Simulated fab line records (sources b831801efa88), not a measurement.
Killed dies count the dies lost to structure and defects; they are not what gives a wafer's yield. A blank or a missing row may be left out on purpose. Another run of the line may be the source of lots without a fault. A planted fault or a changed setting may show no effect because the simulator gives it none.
A struck lot beside a sound one | flow sky130 | 43 out of 708 route steps
Sound: these wafers, L296.2, L296.5, L296.6. Struck: wafers L304.1, L304.2, L304.4. At the end, the cause is stated.
Per side, at each step with rows, come the tool, then ch with its chambers, and then its first start. Under that, the readings that differ: sound wafers | struck wafers | difference of the means | sigmas: that difference in standard deviations of wafers without a fault.
alike: words and numbers the same on both sides, and readings whose means are apart by under 2 such deviations; not compared: readings that were withheld, readings missing a value for some wafer, numbers with overlapping values and no deviation given by the record, and bounds like >300 which may hide the same value.
A row with sigmas, a row that says differs or no value, or rows on one side alone: a step with any of these is where the two part. Non-overlapping numbers with no deviation appear without sigmas and do not part them. A reading missing from all wafers of one side parts the sides only when that side holds two or more wafers.

first, 3 steps without rows for these wafers: SKY_SONOS_TUNNEL_EXPOSE_04 (exposes mask TUNM, target cd 410 nm); SKY_SONOS_TUNNEL_PEB_05; SKY_SONOS_TUNNEL_DEVELOP_06 (develop time 60 s).
SKY_SONOS_TUNNEL_CD_MEAS_07 targets a cd of 410 nm.
  sound on cdSem-02, day 12 09:10; struck on cdSem-01, day 15 00:58
  alike: cdNm
SKY_SONOS_TUNNEL_OVL_MEAS_08:
  sound on overlay-01, day 12 09:17; struck on overlay-02, day 15 01:05
  alike: SONOS_TUNNEL_OVL
then, 3 steps without rows for these wafers: SKY_SONOS_TUNNEL_IMPLANT_09; SKY_SONOS_TUNNEL_WET_ETCH_10 (etches SiO2 in dHF, target depth 14 nm, time 280 s); SKY_SONOS_TUNNEL_STRIP_11 (strips in SPM, time 600 s).
SKY_SONOS_TUNNEL_TW_MEAS_12:
  sound on filmMetro-01, day 12 09:44; struck on filmMetro-03, day 15 01:33
reading         | sound             | struck            | difference | sigmas
SONOS_TUNNEL_TW | 196.0 195.3 195.5 | 198.6 199.1 201.2 | +4.0       | +2
then, 2 steps without rows for these wafers: SKY_SONOS_TUNNEL_CLEAN_13 (cleans in dHF, time 20 s); SKY_SONOS_ONO_OXIDATION_00 (stabilise 600 s, purge 300 s, target thk 2.6 nm).
SKY_SONOS_ONO_THK_MEAS_01:
  sound on filmMetro-04, day 12 11:09; struck on filmMetro-02, day 15 06:29
  alike: SONOS_ONO_OXIDATION_THK
SKY_SONOS_ONO_CVD_02: deposits Si3N4 from DCS/NH3, target thk 10.5 nm, time 180 s.
  sound on lpcvd-02 ch 0, day 12 11:12; struck on lpcvd-02 ch 0, day 15 09:04
  alike: zonePowerCentrePct
SKY_SONOS_ONO_THK_MEAS_03:
  sound on filmMetro-04, day 12 12:16; struck on filmMetro-01, day 15 10:07
  alike: SONOS_ONO_CVD_02_THK
then, 1 step without rows for these wafers: SKY_SONOS_ONO_CVD_04 (deposits SiO2 from SiH4/N2O, target thk 5.7199 nm).
SKY_SONOS_ONO_THK_MEAS_05:
  sound on filmMetro-01, day 12 13:34; struck on filmMetro-04, day 15 12:03
  alike: SONOS_ONO_CVD_04_THK
then, 7 steps without rows for these wafers: SKY_SONOS_ONO_DEHYDRATE_06 (time 60 s); SKY_SONOS_ONO_HMDS_07 (prime time 60 s); SKY_SONOS_ONO_COAT_08 (resist thk 1140 nm); SKY_SONOS_ONO_SOFTBAKE_09 (time 60 s); SKY_SONOS_ONO_EXPOSE_10 (exposes mask ONOM, target cd 410 nm); SKY_SONOS_ONO_PEB_11; SKY_SONOS_ONO_DEVELOP_12 (develop time 60 s).
SKY_SONOS_ONO_CD_MEAS_13 targets a cd of 410 nm.
  sound on cdSem-02, day 13 14:17; struck on cdSem-02, day 16 15:52
  alike: cdNm
SKY_SONOS_ONO_OVL_MEAS_14:
  sound on overlay-02, day 13 14:24; struck on overlay-01, day 16 15:59
  alike: SONOS_ONO_OVL
SKY_SONOS_ONO_ETCH_15: etches the open film in CHF3/O2, target depth 19.52 nm, time 7.8 s.
  sound on rieDiel-03 ch 0,1,3, day 13 14:26; struck on rieDiel-04 ch 0,1,2, day 16 16:02
  alike: drypumpMotorCurrentA, oesProductAu, throttleValvePct
  not compared: rfHoursCounterH
then, 1 step without rows for these wafers: SKY_SONOS_ONO_WET_ETCH_16 (etches SiO2 in dHF, target depth 14 nm, time 280 s).
SKY_SONOS_ONO_STRIP_17: strips in O2/N2.
  sound on plasmaAsher-02 ch 0,1, day 13 14:32; struck on plasmaAsher-03 ch 0,1, day 16 16:08
  alike: drypumpMotorCurrentA, n2FlowSccm, oesProductAu, stripTimeToEndpointS
  not compared: rfHoursCounterH
then, 3 steps without rows for these wafers: SKY_SONOS_ONO_WET_ETCH_18 (etches Si3N4 in H3PO4, target depth 15 nm, time 172 s); SKY_GATE_OXIDE_CLEAN_00 (cleans in SC1/SC2, time 150 s); SKY_GATE_OXIDE_OXIDATION_01 (stabilise 600 s, purge 300 s, target thk 10.268 nm).
SKY_GATE_OXIDE_THK_MEAS_02:
  sound on filmMetro-03, day 13 16:50; struck on filmMetro-02, day 16 19:25
  alike: GATE_OXIDE_OXIDATION_00_THK
then, 7 steps without rows for these wafers: SKY_GATE_OXIDE_DEHYDRATE_03 (time 60 s); SKY_GATE_OXIDE_HMDS_04 (prime time 60 s); SKY_GATE_OXIDE_COAT_05 (resist thk 1140 nm); SKY_GATE_OXIDE_SOFTBAKE_06 (time 60 s); SKY_GATE_OXIDE_EXPOSE_07 (exposes mask LVOM, target cd 600 nm); SKY_GATE_OXIDE_PEB_08; SKY_GATE_OXIDE_DEVELOP_09 (develop time 60 s).
SKY_GATE_OXIDE_OVL_MEAS_10:
  sound on overlay-01, day 14 18:50; struck on overlay-01, day 18 00:08
reading             | sound          | struck      | difference | sigmas
GATE_OXIDE_OVL (nm) | -3.4 -1.7 -1.2 | 0.6 0.7 1.5 | +3.0       | +2
then, 2 steps without rows for these wafers: SKY_GATE_OXIDE_IMPLANT_11; SKY_GATE_OXIDE_WET_ETCH_12 (etches SiO2 in dHF, target depth 16.8 nm, time 336 s).
-- here the record skips 31 days between the struck wafers' starts before and after, leaving off in module GATE_OXIDE and picking up in module PAD_OPEN (first step shown: number 708 of the route) --
SKY_PAD_OPEN_PROBE_99:
  sound on prober-02, day 46 18:50; struck on prober-01, day 48 21:29
reading          | sound    | struck      | difference | sigmas
killed_at_M4_up  | 2 2 4    | 10 3 6      | +4         | +2
killedAtFrontEnd | 9 17 20  | 52 54 42    | +34        | +8
killedDies       | 71 99 95 | 119 127 109 | +30        | +3
  alike: killed_at_M0_to_M3, killedAtContacts, killedAtOther, killedOnRim, killedOpen, killedShort

== WHERE THEY PART ==
At SKY_SONOS_TUNNEL_TW_MEAS_12 first; at SKY_PAD_OPEN_PROBE_99 last (within this record only).

WHY: what the simulator had put in
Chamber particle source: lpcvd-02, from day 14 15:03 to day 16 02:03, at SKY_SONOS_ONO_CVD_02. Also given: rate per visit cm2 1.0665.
